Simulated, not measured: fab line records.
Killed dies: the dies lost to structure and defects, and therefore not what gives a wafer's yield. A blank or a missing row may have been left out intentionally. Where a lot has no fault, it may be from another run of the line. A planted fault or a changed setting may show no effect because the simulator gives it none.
fab line records -- flow sky130
[record] lots = 5, wafers = 15, last_day = 50
route steps=708 shown VT_ADJUST_LVTN@105 VT_ADJUST_NCORE@119 VT_ADJUST_HVTR@131 PAD_OPEN@708
lots untouched by any fault: they come from a run of this same line in which no faults occurred
start_h: hours from the record's opening day to when the first of the lot's shown wafers began -- wait_h: hours from the lot's prior step to this one -- " as in the row above -- L1.1+2: a row that stands for several wafers -- - either no value or no given start -- * or withheld: withheld -- < > ~ a bound
route shown NAME@n: a module of which the file shows steps, and the number in the route of the first -- usual: mean/standard deviation of fault-free wafers -- same: alike in all rows -- chamber/n: place in a boat -- sites: each site's reading -- _std_site: standard deviation across them -- _edge_site: mean of outer sites minus mean of inner sites -- radius_mm: for every site, how far away it sits from the centre of the wafer -- mask NAME#n: copy n -- behind: tool/chamber where the wafer was last shaped -- hold: what put the lot on hold/how long, in hours/how the hold closed -- device: whichever transistor did not switch (one of n, p or np) -- end of line: the same wafers' tests at the end of the route -- step lacking rows: just its recipe -- killed: at the first sort, the dies lost to defects and structure; wafer yield is something else -- map: shows each die of a wafer: x if killed, . if not, _ if none is there
set.NAME: the setting that was run; set.NAME@STEP: the one run at that earlier step -- model.NAME: the simulator's own value behind a step, which no gauge read
certain route steps with their lots: each step a table, each wafer a row
services: from which hour (start_h, from the record's first day; less than 0 if before it) a tool's chamber was out of use, for how many hours, and why
[[steps]]
[step SKY_VT_ADJUST_LVTN_IMPLANT_08]
[recipe] species = B, energy_kev = 30, dose_cm2 = 1.57e+12, tilt_deg = withheld
[step SKY_VT_ADJUST_LVTN_STRIP_09]
[recipe] chemistry = O2/N2, power_w = 1400, pressure_mtorr = 1500, platen_temp_c = withheld, o2_flow_sccm = 3000, n2_flow_sccm = 300, overash_fraction = 0.5
[usual] drypump_motor_current_A = 5.6/0.46, oes_product_au = 0.722/0.0045, strip_time_to_endpoint_s = 36.89/0.098
lot.wafer,tool,chamber,start_h,wait_h,drypump_motor_current_A,oes_product_au,rf_hours_counter_h,strip_time_to_endpoint_s
L259.2,plasma_asher-01,0,146.29,0.1,4.9,0.723,33,37.07
L259.3,plasma_asher-01,1,146.29,0.1,6.1,0.726,-,37.05
L259.5,plasma_asher-01,1,146.29,0.1,6.1,0.723,-,37.08
L260.2,plasma_asher-03,1,156.79,0.1,5.9,0.725,48,36.75
L260.5,plasma_asher-03,0,156.79,0.1,6.0,0.723,-,36.79
L260.6,plasma_asher-03,1,156.79,0.1,5.9,0.725,-,36.88
L266.1,plasma_asher-02,0,194.01,0.1,4.9,0.728,49,36.74
L266.3,plasma_asher-02,1,194.01,0.1,5.6,0.721,-,36.76
L266.4,plasma_asher-02,0,194.01,0.1,4.9,0.731,-,36.73
L276.1,plasma_asher-02,0,260.10,0.1,4.9,0.719,54,36.83
L276.3,plasma_asher-02,1,260.10,0.1,5.5,0.718,-,36.79
L276.6,plasma_asher-02,0,260.10,0.1,4.9,0.725,-,36.86
L278.1,plasma_asher-03,0,270.70,0.1,6.0,0.716,60,36.95
L278.2,plasma_asher-03,1,270.70,0.1,5.9,0.724,60,36.85
L278.4,plasma_asher-03,1,270.70,0.1,5.9,0.723,-,36.88
[step SKY_VT_ADJUST_LVTN_TW_MEAS_10]
[usual] VT_ADJUST_LVTN_TW = 241.9/2
lot.wafer,tool,chamber,start_h,wait_h,VT_ADJUST_LVTN_TW
L259.2,film_metro-03,-,146.40,0.1,241.4
L259.3,film_metro-03,-,146.40,0.1,242.3
L259.5,film_metro-03,-,146.40,0.1,241.4
L260.2,film_metro-03,-,156.90,0.1,242.3
L260.5,film_metro-03,-,156.90,0.1,240.1
L260.6,film_metro-03,-,156.90,0.1,240.3
L266.1,film_metro-04,-,194.11,0.1,243.7
L266.3,film_metro-04,-,194.11,0.1,244.1
L266.4,film_metro-04,-,194.11,0.1,245.5
L276.1,film_metro-01,-,260.20,0.1,242.0
L276.3,film_metro-01,-,260.20,0.1,241.5
L276.6,film_metro-01,-,260.20,0.1,241.9
L278.1,film_metro-04,-,270.80,0.1,244.3
L278.2,film_metro-04,-,270.80,0.1,246.3
L278.4,film_metro-04,-,270.80,0.1,244.9
[step SKY_VT_ADJUST_LVTN_DEHYDRATE_11]
[recipe] temp_c = 200, time_s = 60
[step SKY_VT_ADJUST_LVTN_HMDS_12]
[recipe] prime_time_s = 60, prime_temp_c = 120
[step SKY_VT_ADJUST_LVTN_COAT_13]
[recipe] resist = NOVOLAK, spin_rpm = 3000, resist_thk_nm = 1140
[step SKY_VT_ADJUST_LVTN_SOFTBAKE_14]
[recipe] temp_c = 90, time_s = 60, resist = NOVOLAK
[step SKY_VT_ADJUST_LVTN_EXPOSE_15]
[recipe] mask_id = HVN_STD_DERIVED, na = 0.6, source_shape = conventional, sigma_outer = 0.6, polarization = unpolarized, target_cd_nm = 600, dose_mj = 163
[step SKY_VT_ADJUST_LVTN_PEB_16]
[recipe] temp_c = withheld, time_s = *, resist = NOVOLAK
[step SKY_VT_ADJUST_LVTN_DEVELOP_17]
[recipe] resist = NOVOLAK, developer = TMAH, develop_time_s = 60, dev_temp_c = 23
[step SKY_VT_ADJUST_LVTN_OVL_MEAS_18]
[usual] VT_ADJUST_LVTN_01_OVL = -1.0/1.2
lot.wafer,tool,chamber,start_h,wait_h,VT_ADJUST_LVTN_01_OVL[nm]
L259.2,overlay-02,-,165.86,0.1,-3.2
L259.3,overlay-02,-,165.86,0.1,-2.3
L259.5,overlay-02,-,165.86,0.1,-1.8
L260.2,overlay-01,-,176.98,0.1,0.1
L260.5,overlay-01,-,176.98,0.1,-0.9
L260.6,overlay-01,-,176.98,0.1,-0.2
L266.1,overlay-02,-,215.60,0.1,0.2
L266.3,overlay-02,-,215.60,0.1,-1.2
L266.4,overlay-02,-,215.60,0.1,-0.2
L276.1,overlay-01,-,285.27,0.1,-1.7
L276.3,overlay-01,-,285.27,0.1,-3.3
L276.6,overlay-01,-,285.27,0.1,-1.7
L278.1,overlay-01,-,295.97,0.1,-1.8
L278.2,overlay-01,-,295.97,0.1,-0.3
L278.4,overlay-01,-,295.97,0.1,-3.2
[step SKY_VT_ADJUST_LVTN_IMPLANT_19]
[recipe] species = B, energy_kev = 29.77, dose_cm2 = 6.5e+11, tilt_deg = withheld
[step SKY_VT_ADJUST_LVTN_STRIP_20]
[recipe] chemistry = O2/N2, power_w = 1400, pressure_mtorr = 1500, platen_temp_c = withheld, o2_flow_sccm = 3000, n2_flow_sccm = 300, overash_fraction = 0.5
[usual] drypump_motor_current_A = 5.6/0.5, oes_product_au = 0.715/0.0042, strip_time_to_endpoint_s = 14.16/0.039
lot.wafer,tool,chamber,start_h,wait_h,drypump_motor_current_A,oes_product_au,rf_hours_counter_h,strip_time_to_endpoint_s,model.NOVOLAK_of_VT_ADJUST_LVTN_COAT_13.thk_nm
L259.2,plasma_asher-01,1,166.04,0.1,6.1,0.716,35,14.17,0
L259.3,plasma_asher-01,1,166.04,0.1,6.1,0.710,-,14.13,0
L259.5,plasma_asher-01,1,166.04,0.1,6.1,0.723,-,14.15,0
L260.2,plasma_asher-03,1,177.16,0.1,5.9,0.713,50,14.14,0
L260.5,plasma_asher-03,1,177.16,0.1,5.9,0.714,-,14.16,0
L260.6,plasma_asher-03,0,177.16,0.1,6.0,0.719,-,14.17,0
L266.1,plasma_asher-01,0,215.79,0.1,4.9,0.940,39,-,364.7
L266.3,plasma_asher-01,0,215.79,0.1,4.9,0.934,-,-,365.4
L266.4,plasma_asher-01,1,215.79,0.1,6.1,0.938,-,-,364.2
L276.1,plasma_asher-03,0,285.46,0.1,6.0,0.717,61,14.15,0
L276.3,plasma_asher-03,0,285.46,0.1,6.0,0.709,-,14.15,0
L276.6,plasma_asher-03,0,285.46,0.1,6.0,0.719,-,14.19,0
L278.1,plasma_asher-02,1,296.16,0.1,5.5,0.715,58,14.10,0
L278.2,plasma_asher-02,0,296.16,0.1,4.9,0.717,58,14.15,0
L278.4,plasma_asher-02,0,296.16,0.1,4.9,0.707,-,14.12,0
[step SKY_VT_ADJUST_LVTN_TW_MEAS_21]
[usual] VT_ADJUST_LVTN_2_TW = 188.2/1.5
lot.wafer,tool,chamber,start_h,wait_h,VT_ADJUST_LVTN_2_TW
L259.2,film_metro-04,-,166.15,0.1,191.8
L259.3,film_metro-04,-,166.15,0.1,190.8
L259.5,film_metro-04,-,166.15,0.1,191.2
L260.2,film_metro-01,-,177.27,0.1,186.5
L260.5,film_metro-01,-,177.27,0.1,186.9
L260.6,film_metro-01,-,177.27,0.1,187.4
L266.1,film_metro-03,-,215.89,0.1,187.2
L266.3,film_metro-03,-,215.89,0.1,187.6
L266.4,film_metro-03,-,215.89,0.1,188.3
L276.1,film_metro-01,-,285.56,0.1,187.4
L276.3,film_metro-01,-,285.56,0.1,186.2
L276.6,film_metro-01,-,285.56,0.1,185.9
L278.1,film_metro-04,-,296.26,0.1,189.5
L278.2,film_metro-04,-,296.26,0.1,190.0
L278.4,film_metro-04,-,296.26,0.1,189.2
[step SKY_VT_ADJUST_NCORE_DEHYDRATE_00]
[recipe] temp_c = 200, time_s = 60
[step SKY_VT_ADJUST_NCORE_HMDS_01]
[recipe] prime_time_s = 60, prime_temp_c = 120
[step SKY_VT_ADJUST_NCORE_COAT_02]
[recipe] resist = NOVOLAK, spin_rpm = 3000, resist_thk_nm = 1140
[step SKY_VT_ADJUST_NCORE_SOFTBAKE_03]
[recipe] temp_c = 90, time_s = 60, resist = NOVOLAK
[step SKY_VT_ADJUST_NCORE_EXPOSE_04]
[recipe] mask_id = LVTN_COMPLEMENT_THIN, na = 0.6, source_shape = conventional, sigma_outer = 0.6, polarization = unpolarized, target_cd_nm = 380, dose_mj = 139
[step SKY_VT_ADJUST_NCORE_PEB_05]
[recipe] temp_c = withheld, time_s = *, resist = NOVOLAK
[step SKY_VT_ADJUST_NCORE_DEVELOP_06]
[recipe] resist = NOVOLAK, developer = TMAH, develop_time_s = 60, dev_temp_c = 23
[step SKY_VT_ADJUST_NCORE_CD_MEAS_07]
[recipe] target_cd_nm = 380
[usual] cd_nm = 380.5/2.8
lot.wafer,tool,chamber,start_h,wait_h,cd_nm
L259.2,cd_sem-02,-,187.77,0.1,380.7
L259.3,cd_sem-02,-,187.77,0.1,379.8
L259.5,cd_sem-02,-,187.77,0.1,382.4
L260.2,cd_sem-01,-,198.52,0.1,378.6
L260.5,cd_sem-01,-,198.52,0.1,378.9
L260.6,cd_sem-01,-,198.52,0.1,380.9
L266.1,cd_sem-01,-,238.47,0.1,382.6
L266.3,cd_sem-01,-,238.47,0.1,380.1
L266.4,cd_sem-01,-,238.47,0.1,381.1
L276.1,cd_sem-01,-,311.05,0.1,381.6
L276.3,cd_sem-01,-,311.05,0.1,380.7
L276.6,cd_sem-01,-,311.05,0.1,381.2
L278.1,cd_sem-02,-,322.35,0.1,379.4
L278.2,cd_sem-02,-,322.35,0.1,379.6
L278.4,cd_sem-02,-,322.35,0.1,380.0
[step SKY_VT_ADJUST_NCORE_OVL_MEAS_08]
[usual] VT_ADJUST_NCORE_OVL = 1.2/1.3
lot.wafer,tool,chamber,start_h,wait_h,VT_ADJUST_NCORE_OVL[nm]
L259.2,overlay-01,-,187.88,0.1,0.9
L259.3,overlay-01,-,187.88,0.1,2.4
L259.5,overlay-01,-,187.88,0.1,1.6
L260.2,overlay-01,-,198.62,0.1,0.7
L260.5,overlay-01,-,198.62,0.1,-0.6
L260.6,overlay-01,-,198.62,0.1,0.8
L266.1,overlay-01,-,238.59,0.1,1.0
L266.3,overlay-01,-,238.59,0.1,-0.2
L266.4,overlay-01,-,238.59,0.1,1.7
L276.1,overlay-01,-,311.17,0.1,0.8
L276.3,overlay-01,-,311.17,0.1,0.0
L276.6,overlay-01,-,311.17,0.1,2.0
L278.1,overlay-01,-,322.47,0.1,1.9
L278.2,overlay-01,-,322.47,0.1,0.8
L278.4,overlay-01,-,322.47,0.1,1.1
[step SKY_VT_ADJUST_NCORE_IMPLANT_09]
[recipe] species = B, energy_kev = 10, dose_cm2 = 2.4e+12, tilt_deg = withheld
[step SKY_VT_ADJUST_NCORE_STRIP_10]
[recipe] chemistry = O2/N2, power_w = 1400, pressure_mtorr = 1500, platen_temp_c = withheld, o2_flow_sccm = 3000, n2_flow_sccm = 300, overash_fraction = 0.5
[usual] drypump_motor_current_A = 5.7/0.66, oes_product_au = 0.716/0.0054, strip_time_to_endpoint_s = 14.18/0.035
lot.wafer,tool,chamber,start_h,wait_h,drypump_motor_current_A,oes_product_au,rf_hours_counter_h,strip_time_to_endpoint_s
L259.2,plasma_asher-04,0,188.06,0.1,6.6,0.712,7,14.21
L259.3,plasma_asher-04,0,188.06,0.1,6.6,0.713,-,14.23
L259.5,plasma_asher-04,0,188.06,0.1,6.6,0.711,-,14.24
L260.2,plasma_asher-02,0,198.80,0.1,4.9,0.714,49,14.23
L260.5,plasma_asher-02,1,198.80,0.1,5.6,0.711,-,14.21
L260.6,plasma_asher-02,0,198.80,0.1,4.9,0.714,-,14.22
L266.1,plasma_asher-04,1,238.77,0.1,5.3,0.727,12,19.70
L266.3,plasma_asher-04,0,238.77,0.1,6.6,0.714,-,19.73
L266.4,plasma_asher-04,1,238.77,0.1,5.3,0.717,-,19.65
L276.1,plasma_asher-04,1,311.36,0.1,5.3,0.719,19,14.26
L276.3,plasma_asher-04,1,311.36,0.1,5.3,0.713,-,14.20
L276.6,plasma_asher-04,0,311.36,0.1,6.6,0.728,-,14.25
L278.1,plasma_asher-01,1,322.66,0.1,6.1,0.720,50,14.17
L278.2,plasma_asher-01,0,322.66,0.1,4.9,0.722,50,14.21
L278.4,plasma_asher-01,1,322.66,0.1,6.1,0.710,-,14.17
[step SKY_VT_ADJUST_NCORE_TW_MEAS_11]
[usual] VT_ADJUST_NCORE_TW = 219.2/2
lot.wafer,tool,chamber,start_h,wait_h,VT_ADJUST_NCORE_TW
L259.2,film_metro-03,-,188.17,0.1,219.6
L259.3,film_metro-03,-,188.17,0.1,218.0
L259.5,film_metro-03,-,188.17,0.1,217.9
L260.2,film_metro-02,-,198.91,0.1,216.8
L260.5,film_metro-02,-,198.91,0.1,217.5
L260.6,film_metro-02,-,198.91,0.1,217.3
L266.1,film_metro-03,-,238.87,0.1,30.0
L266.3,film_metro-03,-,238.87,0.1,30.0
L266.4,film_metro-03,-,238.87,0.1,29.8
L276.1,film_metro-03,-,311.46,0.1,221.0
L276.3,film_metro-03,-,311.46,0.1,219.3
L276.6,film_metro-03,-,311.46,0.1,220.5
L278.1,film_metro-03,-,322.76,0.1,219.9
L278.2,film_metro-03,-,322.76,0.1,218.8
L278.4,film_metro-03,-,322.76,0.1,220.4
[step SKY_VT_ADJUST_HVTR_DEHYDRATE_00]
[recipe] temp_c = 200, time_s = 60
[step SKY_PAD_OPEN_PROBE_99]
lot.wafer,tool,chamber,start_h,wait_h,model.etest.nfet_16v.r_on_ohm_um,model.etest.pfet_16v.r_on_ohm_um,model.etest.pfet_g5v0d10v5.r_on_ohm_um,model.etest.tip_p.rs_ohm_sq,model.etest.pfet_01v8.r_on_ohm_um,model.etest.tip_p_5v.rs_ohm_sq,model.etest.pfet_g5v0d10v5.drive_ua_um,model.etest.nfet_01v8.drive_ua_um
L259.3,prober-02,-,1085.84,0.2,1.373e+04,1.491e+04,4752,6981,2987,2890,342.5,486.8
L260.6,prober-01,-,1090.83,0.2,1.404e+04,1.473e+04,4720,7026,2881,2866,343,502.4
L266.1,prober-01,-,1129.97,0.1,1.241e+04,1.676e+04,5980,7710,3265,3086,248,594.9
L266.3,prober-01,-,1130.07,0.2,1.228e+04,1.66e+04,5952,7734,3238,3098,251,595.7
L266.4,prober-01,-,1130.12,0.2,1.243e+04,1.671e+04,6074,7766,3343,3074,246.6,592
L276.1,prober-01,-,1187.27,0.1,1.409e+04,1.515e+04,4869,6952,2954,2895,336,499.8
L276.3,prober-01,-,1187.37,0.2,1.388e+04,1.521e+04,4783,6946,2888,2868,340.5,509.3
L278.1,prober-01,-,1189.03,0.1,1.382e+04,1.476e+04,4663,6867,2867,2869,347.2,503.4
L278.2,prober-01,-,1189.08,0.1,1.396e+04,1.514e+04,4674,6820,2828,2856,346.8,507.4
L278.4,prober-01,-,1189.18,0.2,1.393e+04,1.502e+04,4744,6830,2874,2885,344.4,502.1
// killed by level:class
L259.3 VIA1:geometric_particle:open=12 CONTACT:geometric_particle:open=8 LI_CONTACT:geometric_particle:open=7 FIELD_ISO:geometric_particle:short=6 METAL1:geometric_particle:short=6 POLY_GATE:geometric_particle:short=6 VIA3:geometric_particle:open=6 FIELD_ISO:geometric_particle:open=5
L260.6 VIA1:geometric_particle:open=10 FIELD_ISO:geometric_particle:open=7 CONTACT:geometric_particle:open=6 LI_CONTACT:geometric_particle:open=6 METAL1:geometric_particle:short=6 VIA3:geometric_particle:open=6 VIA2:geometric_particle:open=4 FIELD_ISO:geometric_particle:short=3
L276.1 VIA2:geometric_particle:open=12 METAL1:geometric_particle:short=9 LI_CONTACT:geometric_particle:open=7 VIA1:geometric_particle:short=6 VIA3:geometric_particle:open=6 VIA2:geometric_particle:short=5 METAL2:geometric_particle:short=5 VIA1:geometric_particle:open=4
L276.3 VIA2:geometric_particle:open=13 CONTACT:geometric_particle:short=10 CONTACT:geometric_particle:open=10 VIA1:geometric_particle:open=9 METAL1:geometric_particle:short=8 LOCAL_INTERCONNECT:geometric_particle:short=8 POLY_GATE:geometric_particle:open=5 LI_CONTACT:geometric_particle:short=5
L278.1 VIA1:geometric_particle:open=11 CONTACT:geometric_particle:open=8 LI_CONTACT:geometric_particle:open=6 VIA1:geometric_particle:short=6 VIA3:geometric_particle:open=6 FIELD_ISO:geometric_particle:short=5 METAL2:geometric_particle:short=5 POLY_GATE:geometric_particle:open=4
L278.2 VIA1:geometric_particle:open=12 CONTACT:geometric_particle:open=7 LI_CONTACT:geometric_particle:open=6 VIA1:geometric_particle:short=6 METAL3:geometric_particle:short=6 FIELD_ISO:geometric_particle:short=5 FIELD_ISO:geometric_particle:open=5 POLY_GATE:geometric_particle:open=5
L278.4 VIA1:geometric_particle:open=11 VIA2:geometric_particle:open=10 METAL2:geometric_particle:short=9 CONTACT:geometric_particle:open=7 METAL1:geometric_particle:short=5 VIA2:geometric_particle:short=5 FIELD_ISO:geometric_particle:short=4 LI_CONTACT:geometric_particle:open=4
[[services]]
tool,chamber,start_h,hours,kind
plasma_asher-02,-,215.61,13.1,repair
[[key]]
[first_sign] step = SKY_VT_ADJUST_LVTN_STRIP_20, reading = oes_product_au, direction = up, sigmas = 53, usual = 0.715, struck = 0.937
[effect] step = SKY_VT_ADJUST_NCORE_STRIP_10, reading = strip_time_to_endpoint_s, direction = up, sigmas = 99+, usual = *, struck = *
[effect] step = SKY_VT_ADJUST_NCORE_TW_MEAS_11, reading = VT_ADJUST_NCORE_TW, direction = down, sigmas = 95, usual = 219.2, struck = 29.9
[model_effect] step = SKY_VT_ADJUST_LVTN_STRIP_20, value = NOVOLAK_of_VT_ADJUST_LVTN_COAT_13.thk_nm, without = 0, struck = 364.8
[model_effect] step = SKY_PAD_OPEN_PROBE_99, value = etest.nfet_16v.r_on_ohm_um, without = 1.403e+04, struck = 1.237e+04
met_at SKY_VT_ADJUST_LVTN_STRIP_20
struck_wafers L266.1,L266.3,L266.4
sort_left_out L266.1,L266.3,L266.4
tester_left_out L266
onset_between 166.04 215.79
[fault] kind = strip_aborted, tool = plasma_asher-01, chamber = -, onset_h = 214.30, steps = SKY_VT_ADJUST_LVTN_STRIP_20, offset = 0.59408, end_h = 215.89
// tester_left_out: of these lots the tester's yield and bins aren't shown, on N5 and GAA mostly nor the transistor test; their killed dies are dies lost to structure and defects alone, not to doping, threshold or leakage, so they don't give the yield
// sort_left_out: the simulated sort isn't trusted on such a fault, so these wafers' sort isn't shown, and their yield isn't known
